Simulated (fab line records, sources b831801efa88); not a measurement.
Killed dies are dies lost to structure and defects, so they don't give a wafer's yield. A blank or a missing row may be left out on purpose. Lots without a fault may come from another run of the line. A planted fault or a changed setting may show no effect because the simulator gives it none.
Which tool did it? | flow sky130 | 14 lots, 42 wafers sampled, at 4 steps of a route of 708

WHAT THE GAUGES READ, wafer by wafer
SKY_FIELD_ISO_THK_MEAS_04. Usual: FIELD_ISO_CVD_03_THK 161.8 nm, standard deviation 1.3.
lot  | measured    | on            | FIELD_ISO_CVD_03_THK (nm) | flag
L624 | day 1 19:30 | film_metro-04 | 161.9 160.9 161.0         |
L625 | day 2 00:32 | film_metro-02 | 162.0 162.4 161.2         |
L626 | day 2 04:33 | film_metro-04 | 161.2 161.5 161.4         |
L627 | day 2 10:06 | film_metro-02 | 162.7 162.1 162.3         |
L629 | day 2 20:52 | film_metro-03 | 163.7 163.7 164.2         |
L630 | day 3 01:32 | film_metro-03 | 163.4 162.2 161.9         |
L631 | day 3 07:58 | film_metro-04 | 161.0 160.4 163.2         |
L633 | day 3 20:23 | film_metro-03 | 163.1 161.5 162.9         |
L634 | day 4 00:47 | film_metro-04 | 160.8 161.2 162.3         |
L636 | day 4 06:46 | film_metro-02 | 162.1 163.3 163.2         |
L637 | day 4 12:07 | film_metro-02 | 161.4 161.3 162.2         |
L640 | day 5 04:14 | film_metro-03 | 160.1 160.4 159.9         |
L641 | day 5 08:18 | film_metro-02 | 162.0 162.0 161.8         |
L646 | day 6 10:08 | film_metro-04 | 163.2 163.3 163.7         |

SKY_LI_CONTACT_THK_MEAS_01. Usual: LI_CONTACT_HDPCVD_THK 909 nm, standard deviation 9.6.
lot  | measured     | on            | LI_CONTACT_HDPCVD_THK (nm) | flag
L624 | day 29 08:43 | film_metro-01 | 913 917 919                |
L625 | day 29 11:05 | film_metro-04 | 908 917 927                |
L626 | day 29 13:03 | film_metro-03 | 926 930 903                |
L627 | day 29 23:49 | film_metro-03 | 905 903 906                |
L629 | day 30 18:17 | film_metro-01 | 912 902 894                |
L630 | day 30 21:08 | film_metro-04 | 913 907 907                |
L631 | day 30 21:54 | film_metro-03 | 910 904 904                |
L633 | day 31 20:49 | film_metro-01 | 918 912 912                |
L634 | day 32 00:20 | film_metro-01 | 897 911 904                |
L636 | day 32 11:02 | film_metro-04 | 906 895 899                |
L637 | day 32 22:29 | film_metro-03 | 912 883 901                |
L646 | day 35 09:47 | film_metro-03 | 906 913 916                |

WHICH TOOL RAN EACH LOT (tool, then ch and the chambers of the sampled wafers, then the start)
lot  | SKY_POLY_GATE_PEB_11              | SKY_LDD_HVP_STRIP_09
L624 | litho_track-04 ch 0, day 17 15:00 | plasma_asher-03 ch 0,1, day 23 00:17
L625 | litho_track-02 ch 0, day 17 18:00 | plasma_asher-02 ch 0,1, day 23 02:50
L626 | litho_track-03 ch 0, day 17 21:00 | plasma_asher-03 ch 0,1, day 23 04:57
L627 | litho_track-03 ch 0, day 18 12:00 | plasma_asher-02 ch 0,1, day 23 20:20
L629 | litho_track-02 ch 0, day 19 05:00 | plasma_asher-04 ch 0,1, day 24 12:04
L630 | litho_track-04 ch 0, day 19 11:00 | plasma_asher-02 ch 0,1, day 24 16:02
L631 | litho_track-04 ch 0, day 19 08:00 | plasma_asher-03 ch 1, day 24 15:15
L633 | litho_track-03 ch 0, day 20 14:00 | plasma_asher-02 ch 0,1, day 25 18:53
L634 | litho_track-03 ch 0, day 20 17:00 | plasma_asher-02 ch 0,1, day 25 21:11
L636 | litho_track-03 ch 0, day 21 08:00 | plasma_asher-02 ch 0,1, day 26 12:01
L637 | litho_track-02 ch 0, day 21 14:00 | plasma_asher-02 ch 0,1, day 26 20:15
L640 | litho_track-03, day 22 13:00      | -
L641 | litho_track-02, day 23 02:00      | -
L646 | litho_track-03 ch 0, day 24 13:00 | plasma_asher-02 ch 0,1, day 29 13:23
- SKY_POLY_GATE_PEB_11
- SKY_LDD_HVP_STRIP_09: strips in O2/N2.

WHAT THE TOOLS THEMSELVES READ (means of the sampled wafers that have a number; where no wafer has one, the mark that the record gives instead)
SKY_POLY_GATE_PEB_11. Usual: exhaust_pa 45.1 Pa, standard deviation 0.85.
lot  | tool           | exhaust_pa (Pa) | flag
L624 | litho_track-04 | 44.3            |
L625 | litho_track-02 | 45.0            |
L626 | litho_track-03 | 45.2            |
L627 | litho_track-03 | 45.9            |
L629 | litho_track-02 | 45.0            |
L630 | litho_track-04 | 45.2            |
L631 | litho_track-04 | 45.1            |
L633 | litho_track-03 | 44.8            |
L634 | litho_track-03 | 44.3            |
L636 | litho_track-03 | 45.3            |
L637 | litho_track-02 | 44.8            |
L640 | litho_track-03 | -               | OFF
L641 | litho_track-02 | -               | OFF
L646 | litho_track-03 | 45.1            |

SKY_LDD_HVP_STRIP_09. Usual: drypump_motor_current_A 5.7 A, standard deviation 0.4; oes_product_au 0.409 a.u., standard deviation 0.004; strip_time_to_endpoint_s 4.134 s, standard deviation 0.015.
lot  | tool            | drypump_motor_current_A (A) | oes_product_au (a.u.) | strip_time_to_endpoint_s (s) | flag
L624 | plasma_asher-03 | 5.6                         | 0.409                 | 4.146                        |
L625 | plasma_asher-02 | 5.5                         | 0.411                 | 4.132                        |
L626 | plasma_asher-03 | 5.6                         | 0.408                 | 4.132                        |
L627 | plasma_asher-02 | 5.5                         | 0.407                 | 4.143                        |
L629 | plasma_asher-04 | 6.2                         | 0.410                 | 4.125                        |
L630 | plasma_asher-02 | 5.5                         | 0.411                 | 4.141                        |
L631 | plasma_asher-03 | 5.6                         | 0.408                 | 4.115                        |
L633 | plasma_asher-02 | 5.5                         | 0.406                 | 4.129                        |
L634 | plasma_asher-02 | 5.5                         | 0.404                 | 4.125                        |
L636 | plasma_asher-02 | 5.3                         | 0.407                 | 4.148                        |
L637 | plasma_asher-02 | 5.5                         | 0.407                 | 4.137                        |
L646 | plasma_asher-02 | 5.3                         | 0.404                 | 4.139                        |

THE ANSWER, worked out from the rows above alone
Rule: a lot is off if the mean of its wafers that have a number lies more than 3 standard deviations from the usual mean. A lot without any number at a reading at which 4 lots or more have one is off too. The other lots that the step has rows for count as sound. The gauges are gone through in route order, then the tools' own readings, and for those a lot's mean is taken as printed above. The first step at which some lot is off is used, and at that step the reading that is off furthest; a lot without a number counts as furthest.
Off: L640, L641, at SKY_POLY_GATE_PEB_11 (exhaust_pa). Without a number there: L640, L641.
A tool fits if, at that step or a process step before it, it ran every lot that is off, and no sound lot after the first of them. None of those tried fits.

WHAT THE SIMULATOR HAD PUT IN
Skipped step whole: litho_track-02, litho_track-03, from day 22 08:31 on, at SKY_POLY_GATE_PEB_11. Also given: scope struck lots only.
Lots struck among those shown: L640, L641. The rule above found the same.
